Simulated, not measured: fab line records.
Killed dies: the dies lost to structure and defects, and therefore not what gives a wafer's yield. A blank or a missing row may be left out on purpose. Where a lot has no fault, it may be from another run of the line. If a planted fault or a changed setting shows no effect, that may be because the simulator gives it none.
Check for tools in common | flow sky130 | Sample size 11 lots and 33 wafers

REASON FOR OPENING
SKY_SD_P_TW_MEAS_11, reading SD_P_TW: flagged on 1 of 11 lots. Fault-free wafers read 2830, with a standard deviation of 37.
Rule: a lot gets a flag if all its wafers with a number sit over 4 standard deviations from that mean, or if no wafer of it has a number. The other lots count as sound.

lot  | measured     | on            | SD_P_TW, wafer by wafer | flag
L675 | day 25 19:09 | film_metro-04 | 2844 2845 2844          |
L677 | day 27 09:26 | film_metro-04 | 2863 2845 2841          |
L678 | day 27 18:23 | film_metro-04 | 2834 2833 2849          |
L679 | day 28 05:16 | film_metro-04 | 2875 2859 2867          |
L681 | day 28 14:51 | film_metro-03 | 2792 2804 2801          |
L682 | day 29 07:37 | film_metro-03 | 2803 2804 2799          |
L683 | day 29 17:08 | film_metro-04 | 2839 2851 2852          |
L686 | day 30 01:49 | film_metro-02 | 30 30 30                | FLAGGED
L688 | day 31 00:44 | film_metro-02 | 2812 2800 2814          |
L695 | day 33 03:17 | film_metro-04 | 2882 2880 2896          |
L696 | day 33 03:32 | film_metro-04 | 2896 2889 2876          |
The numbers of the flagged lots are 30 on average: -2800 against the usual, or -76 standard deviations.

WHICH TOOL EACH LOT WENT THROUGH
2 process steps preceding the reading are held in the record, out of 708 steps in the route. Cell contents, in order: the tool; ch with the chambers the sampled wafers went through; the start.
lot  | flag    | SKY_SONOS_ONO_ETCH_15              | SKY_SD_P_EXPOSE_04
L675 |         | rie_diel-04 ch 0,2,3, day 12 19:06 | iline_stepper-02 ch 0, day 25 04:34
L677 |         | rie_diel-04 ch 1,2, day 14 15:25   | iline_stepper-01 ch 0, day 26 18:40
L678 |         | rie_diel-02 ch 0,1, day 14 18:21   | iline_stepper-01 ch 0, day 27 03:44
L679 |         | rie_diel-03 ch 0,1, day 15 03:00   | iline_stepper-02 ch 0, day 27 15:02
L681 |         | rie_diel-04 ch 0,1,3, day 15 08:08 | iline_stepper-01 ch 0, day 28 00:04
L682 |         | rie_diel-02 ch 1,2, day 16 07:04   | iline_stepper-02 ch 0, day 28 17:59
L683 |         | rie_diel-02 ch 0,1, day 16 12:05   | iline_stepper-01 ch 0, day 29 02:31
L686 | FLAGGED | rie_diel-04 ch 2,3, day 16 20:34   | iline_stepper-02 ch 0, day 29 11:11
L688 |         | rie_diel-02 ch 0,2,3, day 18 00:12 | iline_stepper-01 ch 0, day 30 10:51
L695 |         | rie_diel-03 ch 0,2, day 20 02:45   | iline_stepper-02 ch 0, day 32 13:37
L696 |         | rie_diel-04 ch 0,1, day 20 05:22   | iline_stepper-01 ch 0, day 32 13:51
What these steps do:
- SKY_SONOS_ONO_ETCH_15: etches the open film in CHF3/O2, target depth 19.52 nm, time 7.8 s.
- SKY_SD_P_EXPOSE_04: exposes mask PSDM, target cd 380 nm.
- SKY_SD_P_TW_MEAS_11

FLAGGED OVER TOTAL, TOOL BY TOOL (the gauges that took the reading come last)
step                  | tool             | lots run | flagged | share of the flagged lots | sound lots run after its first flagged lot
SKY_SONOS_ONO_ETCH_15 | rie_diel-02      | 4        | 0       | none                      | -
SKY_SONOS_ONO_ETCH_15 | rie_diel-03      | 2        | 0       | none                      | -
SKY_SONOS_ONO_ETCH_15 | rie_diel-04      | 5        | 1       | all                       | 1 (L696)
SKY_SD_P_EXPOSE_04    | iline_stepper-01 | 6        | 0       | none                      | -
SKY_SD_P_EXPOSE_04    | iline_stepper-02 | 5        | 1       | all                       | 1 (L695)
SKY_SD_P_TW_MEAS_11   | film_metro-02    | 2        | 1       | all                       | 1 (L688)
SKY_SD_P_TW_MEAS_11   | film_metro-03    | 2        | 0       | none                      | -
SKY_SD_P_TW_MEAS_11   | film_metro-04    | 7        | 0       | none                      | -

WHAT THE TABLE ALLOWS
In the table, 3 rows ran each flagged lot (rie_diel-04 at SKY_SONOS_ONO_ETCH_15; iline_stepper-02 at SKY_SD_P_EXPOSE_04; film_metro-02 at SKY_SD_P_TW_MEAS_11).
- rie_diel-04 at SKY_SONOS_ONO_ETCH_15 ran 5 lots, 1 of them flagged. Sound lots ran on it after the first flagged one (L696), which a lasting fault on the whole tool wouldn't allow.
- iline_stepper-02 at SKY_SD_P_EXPOSE_04 ran 5 lots, 1 of them flagged. Sound lots ran on it after the first flagged one (L695), which a lasting fault on the whole tool wouldn't allow.
- film_metro-02 at SKY_SD_P_TW_MEAS_11 ran 2 lots, 1 of them flagged. Sound lots ran on it after the first flagged one (L688), which a lasting fault on the whole tool wouldn't allow.
Every row of the table either missed a flagged lot or ran a sound lot after the first.

WHAT WAS PUT IN BY THE SIMULATOR
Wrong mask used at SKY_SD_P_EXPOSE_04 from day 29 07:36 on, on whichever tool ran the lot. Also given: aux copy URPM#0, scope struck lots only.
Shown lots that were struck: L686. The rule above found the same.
